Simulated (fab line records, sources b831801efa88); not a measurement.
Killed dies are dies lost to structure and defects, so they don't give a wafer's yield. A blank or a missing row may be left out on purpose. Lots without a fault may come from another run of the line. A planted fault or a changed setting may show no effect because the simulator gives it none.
One fault seen from 2 desks | flow sfq_line | each desk has only its own numbers; what lay behind them comes last

THE METROLOGY DESK
What the gauges read, lot by lot, whatever tool the lot ran on: means of the sampled wafers that have a number. A lot is out of limits, marked OUT, if its mean lies more than 4 standard deviations from the usual mean; the brackets give that distance.
Columns: A = I2_BOW at SFQ_I2_BOW_MEAS_917, usual 0 um; B = I2_OVL at SFQ_I2_OVL_MEAS_918, usual 1 nm
lot  | first seen here | A  | B
L353 | day 34 21:10    | 0  | 8
L357 | day 35 04:35    | -4 | 2
L365 | day 41 19:58    | 7  | -2
L367 | day 42 13:46    | 6  | 1
L371 | day 44 21:40    | 9  | 1
L374 | day 47 01:41    | -6 | 2
This desk's finding: nothing out of limits on any of the 6 lots.

THE TOOL OWNER'S DESK: rie_diel-03
The tool's own readings at SFQ_TRILAYER_I2_VIA_BARC_OPEN_VIA_ETCH_096 (etches BARC in O2, target depth 125 nm, time 41.7 s): means of the sampled wafers that have a number, for each lot that ran on this tool. A lot is out of limits, marked OUT, if its mean lies more than 4 standard deviations from the usual mean; the brackets give that distance.
Columns: A = drypump_motor_current_A at SFQ_TRILAYER_I2_VIA_BARC_OPEN_VIA_ETCH_096, usual 5.5 A; B = oes_product_au at SFQ_TRILAYER_I2_VIA_BARC_OPEN_VIA_ETCH_096, usual 0.685 a.u.; C = run_length_s at SFQ_TRILAYER_I2_VIA_BARC_OPEN_VIA_ETCH_096, usual 70.1 s
lot  | first seen here | A   | B               | C
L357 | day 35 10:16    | 5.4 | 0.683           | 70.3
L365 | day 42 00:42    | 5.7 | 0.842 (+34) OUT | 60.9 (-17) OUT
L367 | day 42 18:11    | 5.7 | 0.841 (+34) OUT | 60.6 (-18) OUT
This desk's finding: out of limits on L365, L367; first on L365, day 42 00:42 (oes_product_au at SFQ_TRILAYER_I2_VIA_BARC_OPEN_VIA_ETCH_096). In limits: L357.

PUT TOGETHER
The tool owner's desk could have raised an alarm at day 42 00:42, on L365, L367.
The metrology desk saw nothing out of limits.
The metrology desk has L365, L367 on record, within its limits.
Of the lots named, all ran SFQ_TRILAYER_I2_VIA_BARC_OPEN_VIA_ETCH_096 on rie_diel-03.

WHAT THE SIMULATOR HAD PUT IN
Process parameter drift: rie_diel-03, from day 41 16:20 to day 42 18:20, at SFQ_TRILAYER_I2_VIA_BARC_OPEN_VIA_ETCH_096. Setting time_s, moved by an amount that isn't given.
Lots struck among those shown: L365, L367.
Hours from the fault's start to each desk's first reading out of limits: the tool owner's desk, 8.
